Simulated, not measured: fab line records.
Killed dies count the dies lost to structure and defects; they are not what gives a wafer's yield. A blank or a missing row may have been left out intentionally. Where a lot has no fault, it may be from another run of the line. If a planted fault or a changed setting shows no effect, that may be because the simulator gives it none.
8D (eight disciplines) problem report, filled in by code + flow sky130 + the parts of the form that need people (team, actions taken, sign-off) are left out

== 1. WHAT WENT WRONG ==
CAP2M_CVD_00_THK at SKY_CAP2M_THK_MEAS_01 reads a mean of 9.68 nm on 1 wafer of 1 lot; wafers without a fault read 15.63 nm with a standard deviation of 0.23. That is -26 standard deviations from the usual mean.
First seen on wafer L557.4, day 45 23:23, on film-metro-01. The record holds 33 wafers of 11 lots with a number at this step. The rule behind "out" and "out of limits": a value lying over 4 standard deviations away from the usual mean. The other wafers with a number count as sound.

== 2. WHAT IT IS AND WHAT IT IS NOT ==
| question                    | is                | is not                                                     |
|-----------------------------|-------------------|------------------------------------------------------------|
| which readings at this step | CAP2M_CVD_00_THK  | -                                                          |
| which lots                  | L557              | L537, L540, L541, L543, L544, L545, L547, L548, L551, L555 |
| which wafers of those lots  | L557.4            | L557.2, L557.6                                             |
| read on which gauges        | film-metro-01     | film-metro-02, film-metro-04                               |
| when                        | from day 45 23:23 | up to then (32 sound wafers)                               |

== 3. WHAT RULES OUT EACH SUSPECT ==
Counting: a tool at a process step up to the reading stays a suspect if it ran every lot that is out. Sound lots after the first of them don't rule it out here, since some wafers of a struck lot are sound.
- ruled out: the gauge at SKY_CAP2M_THK_MEAS_01. All the wafers that are out were read on film-metro-01, but those of them that SKY_METAL4_ETCH_17 has rows for are out there too, on other tools.
- rie-diel-01 at SKY_VIA3_ETCH_15 (etches SiO2 in C4F8/O2/Ar, stops on TiN, target depth 507 nm, time 78 s): kept. The lot that is out, L557, ran on it at day 45 21:53; the last sound lot it ran before that was L537, at day 40 10:22.
- plasma-asher-01 at SKY_VIA3_STRIP_16 (strips in O2/N2): kept. The lot that is out, L557, ran on it at day 45 21:56; the last sound lot it ran before that was L555, at day 45 12:01.
- pecvd-02 at SKY_CAP2M_CVD_00 (deposits SiO2, target thk 15.5 nm): kept. The lot that is out, L557, ran on it at day 45 23:21; the last sound lot it ran before that was L551, at day 44 13:02.
- Within pecvd-02 at SKY_CAP2M_CVD_00: the wafers that are out ran in chamber 1; their sound lot-mates ran in chamber 2.
After the count, these remain: rie-diel-01 at SKY_VIA3_ETCH_15, plasma-asher-01 at SKY_VIA3_STRIP_16 and pecvd-02 at SKY_CAP2M_CVD_00.

== 4. THE CAUSE (what the simulator had put in) ==
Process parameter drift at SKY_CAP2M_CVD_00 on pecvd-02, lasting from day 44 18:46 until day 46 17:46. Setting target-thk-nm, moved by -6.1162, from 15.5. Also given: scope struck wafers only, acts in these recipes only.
3 suspects survive the count, and this tool is in that group.

== 5. THE CHAIN OF EFFECTS, in route order ==
Each row: a reading whose mean over the struck wafers that have a number lies more than 3 standard deviations from the usual. Scope: only readings with a usual standard deviation given in the record; hours: median across lots of the time from each lot's start at the first step in this table that gives one to its start at this step; sigmas: change in usual standard deviations.
| hours | step                  | reading          | usual      | on struck wafers | change | sigmas |
|-------|-----------------------|------------------|------------|------------------|--------|--------|
| 0     | SKY_CAP2M_THK_MEAS_01 | CAP2M_CVD_00_THK | 15.63 nm   | 9.68             | -5.95  | -26    |
| 41    | SKY_METAL4_ETCH_17    | oes-product-au   | 0.758 a.u. | 0.614            | -0.144 | -20    |
The process steps in it:
- SKY_METAL4_ETCH_17: etches SiO2 in C4F8/O2/Ar, stops on TiN, time 3.9 s, target depth 15 nm.
Later steps that measure or inspect, where all struck wafers having a row at the step show a number for every such reading and not one has moved that far: SKY_CAP2M_RS_MEAS_03.

== 6. WHAT WOULD HAVE CAUGHT IT SOONER ==
The first out-of-limits reading at a measuring or inspecting step in this record came at day 45 23:23, 29 hours after the fault's start at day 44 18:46.
Tool readings at SKY_CAP2M_CVD_00 with a usual standard deviation given in the record: none out on any struck wafer, hence no alarm at a limit of 4 standard deviations on them.
By day 45 23:23, every lot that is out (1) had started SKY_CAP2M_CVD_00 on pecvd-02. A hold on the tool at that time would have spared none of them.
